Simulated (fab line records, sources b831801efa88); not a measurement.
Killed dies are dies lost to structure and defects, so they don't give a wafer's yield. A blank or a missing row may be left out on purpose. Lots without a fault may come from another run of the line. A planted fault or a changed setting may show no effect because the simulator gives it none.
A struck lot beside a sound one | flow sky130 | 18 steps out of a route of 708
Sound: wafers L586.1, L586.2, L586.3. Struck: wafers L591.4, L591.5, L591.6. The cause comes at the end.
At each step with rows: each side's tool, then ch and its chambers, then its first start. Under that, the readings that differ: sound wafers | struck wafers | difference of the means | sigmas: that difference in standard deviations of wafers without a fault.
alike: readings whose means differ by less than 2 such deviations, and words and numbers that are the same on both sides. not compared: withheld readings, readings that some wafer has no value for, bounds like >300 that may hide the same value, and numbers for which the record gives no deviation and whose values overlap.
The two part at a step that has a row with sigmas, a row that says differs or no value, or rows on one side only. Numbers that don't overlap but have no deviation are shown without sigmas and don't part them. A reading that every wafer of one side lacks parts them only if that side has two wafers or more.

first, 3 steps without rows for these wafers: SKY_SONOS_ONO_WET_ETCH_18 (etches Si3N4 in H3PO4, target depth 15 nm, time 172 s); SKY_GATE_OXIDE_CLEAN_00 (cleans in SC1/SC2, time 150 s); SKY_GATE_OXIDE_OXIDATION_01 (stabilise 600 s, purge 300 s, target thk 10.268 nm).
SKY_GATE_OXIDE_THK_MEAS_02:
  sound on film_metro-04, day 13 14:28; struck on film_metro-03, day 15 08:25
  alike: GATE_OXIDE_OXIDATION_00_THK
then, 7 steps without rows for these wafers: SKY_GATE_OXIDE_DEHYDRATE_03 (time 60 s); SKY_GATE_OXIDE_HMDS_04 (prime time 60 s); SKY_GATE_OXIDE_COAT_05 (resist thk 1140 nm); SKY_GATE_OXIDE_SOFTBAKE_06 (time 60 s); SKY_GATE_OXIDE_EXPOSE_07 (exposes mask LVOM, target cd 600 nm); SKY_GATE_OXIDE_PEB_08; SKY_GATE_OXIDE_DEVELOP_09 (develop time 60 s).
SKY_GATE_OXIDE_OVL_MEAS_10:
  sound on overlay-02, day 14 15:37; struck on overlay-01, day 16 13:00
  alike: GATE_OXIDE_OVL
SKY_GATE_OXIDE_IMPLANT_11:
  sound on implanter-02 ch 0, day 14 15:38; struck on implanter-04 ch 0, day 16 13:05
  reading                   | sound               | struck               | difference | sigmas
  beam_energy_keV           | 10.000 10.002 9.999 | 11.497 11.487 11.498 | +1.494     | +99 or more
  model.implant.rp_nm (nm)  | 32.11 32.11 32.11   | 37.34 37.34 37.34    | +5.23      |
  model.implant.drp_nm (nm) | 17.11 17.11 17.11   | 18.89 18.89 18.89    | +1.78      |
then, 1 step without rows for these wafers: SKY_GATE_OXIDE_WET_ETCH_12 (etches SiO2 in dHF, target depth 16.8 nm, time 336 s).
SKY_GATE_OXIDE_STRIP_13: strips in O2/N2.
  sound on plasma_asher-02 ch 0,1, day 14 15:55; struck on plasma_asher-04 ch 0,1, day 16 13:18
  alike: drypump_motor_current_A, oes_product_au, strip_time_to_endpoint_s
  not compared: rf_hours_counter_h
SKY_GATE_OXIDE_TW_MEAS_14:
  sound on film_metro-01, day 14 16:04; struck on film_metro-01, day 16 13:24
  reading       | sound             | struck            | difference | sigmas
  GATE_OXIDE_TW | 221.2 221.1 220.6 | 230.7 229.5 229.5 | +8.9       | +9
then, 1 step without rows for these wafers: SKY_GATE_OXIDE_CLEAN_15 (cleans in SC1/SC2, time 150 s).
-- the record jumps here: 31 days lie between the struck wafers' starts before and after (it left off in module GATE_OXIDE and takes up again in module PAD_OPEN, whose first step shown is number 708 of the route) --
SKY_PAD_OPEN_PROBE_99:
  sound on prober-02, day 46 08:35; struck on prober-01, day 47 21:07
  reading                                  | sound                   | struck                  | difference | sigmas
  killed_open                              | 42 39 34                | 55 58 48                | +15        | +2
  model.etest.pfet_01v8_lvt.off_log10_a_um | -9.015 -9.002 -8.823    | -8.343 -8.553 -8.474    | +0.490     |
  model.etest.pfet_01v8_lvt.vt_sat_v (V)   | -0.4452 -0.4481 -0.4452 | -0.436 -0.4349 -0.4383  | +0.010     |
  model.etest.pfet_01v8_lvt.vt_v (V)       | -0.537 -0.5382 -0.5373  | -0.5306 -0.53 -0.533    | +0.0063    |
  model.etest.pfet_01v8_lvt.vt_long_v (V)  | -0.657 -0.6596 -0.6592  | -0.6496 -0.6463 -0.6507 | +0.0097    |
  model.etest.pfet_01v8_hvt.vt_v (V)       | -0.9035 -0.901 -0.8981  | -0.9141 -0.9058 -0.91   | -0.0091    |
  model.etest.nfet_01v8_lvt.vt_long_v (V)  | 0.4472 0.4515 0.4487    | 0.4284 0.4389 0.4287    | -0.0171    |
  model.etest.nfet_01v8.vt_long_v (V)      | 0.5516 0.5561 0.5516    | 0.5304 0.5429 0.5351    | -0.0170    |
  alike: killed_at_M0_to_M3, killed_at_M4_up, killed_at_contacts, killed_at_front_end, killed_at_other, killed_dies, killed_short
  not compared: model.etest.pfet_01v8_hvt.vt_long_v

WHERE THEY PART
First at SKY_GATE_OXIDE_IMPLANT_11; last, within this record, at SKY_PAD_OPEN_PROBE_99.

WHY: what the simulator had put in
Process parameter drift: implanter-04, from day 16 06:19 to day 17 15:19, at SKY_GATE_OXIDE_IMPLANT_11. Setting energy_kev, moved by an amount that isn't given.
